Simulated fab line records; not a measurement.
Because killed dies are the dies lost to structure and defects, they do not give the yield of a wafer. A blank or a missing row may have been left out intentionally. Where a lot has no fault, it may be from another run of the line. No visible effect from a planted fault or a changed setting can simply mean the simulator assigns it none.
8D (eight disciplines) problem report, filled in by code :: flow sky130 :: the parts of the form that need people (team, actions taken, sign-off) are left out

== 1. THE ISSUE ==
rotation deg at SKY_LDD_N_IMPLANT_12 reads a mean of 63.380 degrees on 6 wafers of 2 lots; wafers without a fault read 0.001 degrees with a standard deviation of 0.02. That is +99 or more standard deviations from the usual mean.
First seen on wafer L102.2, day 21 06:40, on implanter-03. At this step, 39 wafers from 13 lots have a number in the record. Rule for "out", or "out of limits": more than 4 standard deviations from the usual mean. Any other wafer with a number is counted as sound.

== 2. WHAT IT IS AND WHAT IT IS NOT ==
question: which readings at this step
is: rotation deg
is not: dose ions cm2

question: which lots
is: L102, L104
is not: L105, L106, L107, L110, L111, L112, L113, L114, L116, L993, L994

question: which wafers of those lots
is: all that have a number
is not: -

question: read on which tools
is: implanter-03
is not: implanter-02, implanter-04

question: when
is: from day 21 06:40
is not: up to then (6 sound wafers); but 27 sound wafers of L105, L106, L107, L110, L111, L112, L113, L114, L116 came after

== 3. SUSPECTS, AND WHAT RULES EACH OUT ==
Counting: a tool stays on the suspect list if, at a process step up to the reading, it processed all lots that are out and no sound lot following the first of them.
- implanter-03 at SKY_LDD_N_IMPLANT_12: ruled out as a lasting fault. Sound lots L110, L112, L113, L114, L116 ran on it after its first lot that is out, L102 (day 21 06:40).
Left after counting: nothing in the record.

== 4. THE CAUSE (what the simulator had put in) ==
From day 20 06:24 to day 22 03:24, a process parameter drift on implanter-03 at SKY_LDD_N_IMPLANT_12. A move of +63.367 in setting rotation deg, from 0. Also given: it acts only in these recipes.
Counting ruled it out, wrongly.

== 5. SEQUENCE OF EFFECTS, ordered by route ==
Each row: a reading where the mean over the struck wafers with a number is more than 3 standard deviations away from the usual. Scope: only readings with a usual standard deviation given in the record; hours: median across lots of the time from each lot's start at the first step in this table that gives one to its start at this step; sigmas: change in usual standard deviations.
hours: 0
step: SKY_LDD_N_IMPLANT_12
reading: rotation deg
usual: 0.001 degrees
on struck wafers: 63.380
change: +63.379
sigmas: +99 or more
The process steps in it:
- SKY_LDD_N_IMPLANT_12
At these later measuring or inspecting steps, every struck wafer for which the step has a row has a number for every such reading, and none has moved that far: SKY_VIA3_BOW_MEAS_03.

== 6. WHAT WOULD HAVE CAUGHT IT SOONER ==
In this record no reading fell out of limits until day 21 06:40, 24 hours after the fault had begun at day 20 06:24.
